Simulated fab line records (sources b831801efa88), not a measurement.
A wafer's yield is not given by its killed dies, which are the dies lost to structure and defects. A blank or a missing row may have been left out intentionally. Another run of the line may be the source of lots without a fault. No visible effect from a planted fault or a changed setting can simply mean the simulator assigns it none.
Lot-split experiment | flow sky130 | 23 wafers read from 5 lots, route of 708 steps

THE SPLIT ITSELF
At SKY_NWELL_SOFTBAKE_19, the setting temp-c was moved away from the recipe's 110 C on 8 of the 23 wafers read, by -1.8% to +2.6%. The other wafers ran this setting at the recipe's value.

FROM THE SPLIT TO THE READING: what the file shows between them, 2 steps
- SKY_NWELL_EXPOSE_20: exposes mask NWM COMPLEMENT, target cd 840 nm
- SKY_NWELL_PEB_21

THE READING
coat_of_NWELL_COAT_18.thk-nm (the simulator's own value, which no gauge read), in nm, at SKY_NWELL_DEVELOP_22 (develop time 60 s). The file does not state a usual value for it. Average 3002 nm, standard deviation 7.1 nm, over the 15 wafers here run with the recipe.

wafer  | tool, chamber at the split | temp-c as run, C | against the recipe | coat_of_NWELL_COAT_18.thk-nm, nm | against lot-mates on the recipe
L078.2 | litho-track-04, 0          | 110              | recipe             | 3001                             | -
L078.3 | litho-track-04, 0          | 110              | recipe             | 2996                             | -
L078.6 | litho-track-04, 0          | 110              | recipe             | 2996                             | -
L079.1 | litho-track-02, 0          | 110              | recipe             | 3020                             | -
L079.2 | litho-track-02, 0          | 112.9            | +2.6%              | 2988                             | -24
L079.4 | litho-track-02, 0          | 112.9            | +2.6%              | 2992                             | -20
L079.5 | litho-track-02, 0          | 112.9            | +2.6%              | 2989                             | -24
L079.6 | litho-track-02, 0          | 110              | recipe             | 3005                             | -
L080.1 | litho-track-01, 0          | 112.6            | +2.4%              | 2963                             | -34
L080.2 | litho-track-01, 0          | 110              | recipe             | 2996                             | -
L080.4 | litho-track-01, 0          | 110              | recipe             | 2999                             | -
L080.5 | litho-track-01, 0          | 112.6            | +2.4%              | 2979                             | -18
L080.6 | litho-track-01, 0          | 112.6            | +2.4%              | 2976                             | -22
L081.1 | litho-track-01, 0          | 110              | recipe             | 3012                             | -
L081.2 | litho-track-01, 0          | 110              | recipe             | 3008                             | -
L081.3 | litho-track-01, 0          | 110              | recipe             | 3005                             | -
L081.4 | litho-track-01, 0          | 110              | recipe             | 3000                             | -
L081.5 | litho-track-01, 0          | 110              | recipe             | 3002                             | -
L085.1 | litho-track-01, 0          | 110              | recipe             | 2997                             | -
L085.2 | litho-track-01, 0          | 110              | recipe             | 2993                             | -
L085.3 | litho-track-01, 0          | 108              | -1.8%              | 3020                             | +25
L085.4 | litho-track-01, 0          | 108              | -1.8%              | 3015                             | +20
L085.5 | litho-track-01, 0          | 110              | recipe             | 2995                             | -

FIT RESULTS
A straight line over all 23 wafers: coat_of_NWELL_COAT_18.thk-nm changes by -8.11 nm for each +1% of temp-c; r = -0.80; the points scatter about the line by 8.4 nm.
The same after taking each lot's own level away (the mean of its wafers on the recipe; 23 wafers): -10.1 nm for each +1%; r = -0.95; scatter 4.7 nm.
The reading moves by 27 nm for the largest change in temp-c, on that fit.
The span of the lots' own levels, 2995.0 to 3012.5 nm, comes to 2.5 times the standard deviation stated above.
So the lot-to-lot level blurs the effect unless lot-mates are compared.
Check: with one of the wafers moved furthest among these (+2.6%) left out of the fit, the line predicts -26.2 nm for it against its lot-mates. Against them it came out at -24.5 nm.

THESE WAFERS: OTHER SPLITS
These wafers also went through other splits before the reading. Each is held against what the fit with the lots' levels taken away leaves over:
other split on the same wafers       | wafers away from the commonest value | r with coat_of_NWELL_COAT_18.thk-nm (lot level and that fit taken away)
SKY_FIELD_ISO_OXIDATION_01 temp-c    | 18                                   | -0.01
SKY_FIELD_ISO_OXIDATION_22 ox-time-s | 15                                   | +0.06
SKY_NWELL_OXIDATION_01 temp-c        | 15                                   | -0.14
SKY_DNWELL_EXPOSE_04 dose-mj         | 5                                    | -0.17
SKY_PWDE_IMPLANT_08 energy-kev       | 6                                    | -0.04
SKY_NWELL_IMPLANT_13 energy-kev      | 5                                    | -0.37

THE WHOLE CHAIN: every reading that the file lists as answering this split, in the file's order
step                 | what it does      | reading                                                                       | change (the file's fit)              | r (the file's)
SKY_NWELL_DEVELOP_22 | develop time 60 s | coat_of_NWELL_COAT_18.thk-nm (the simulator's own value, which no gauge read) | -10.1 nm for each +1% of the setting | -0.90
SKY_NWELL_STRIP_25   | strips in O2/N2   | strip-time-to-endpoint-s                                                      | withheld for each +1% of the setting | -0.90

FILE'S OWN FIT
coat_of_NWELL_COAT_18.thk-nm changes by -10.1 nm for each +1% of temp-c, r = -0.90.
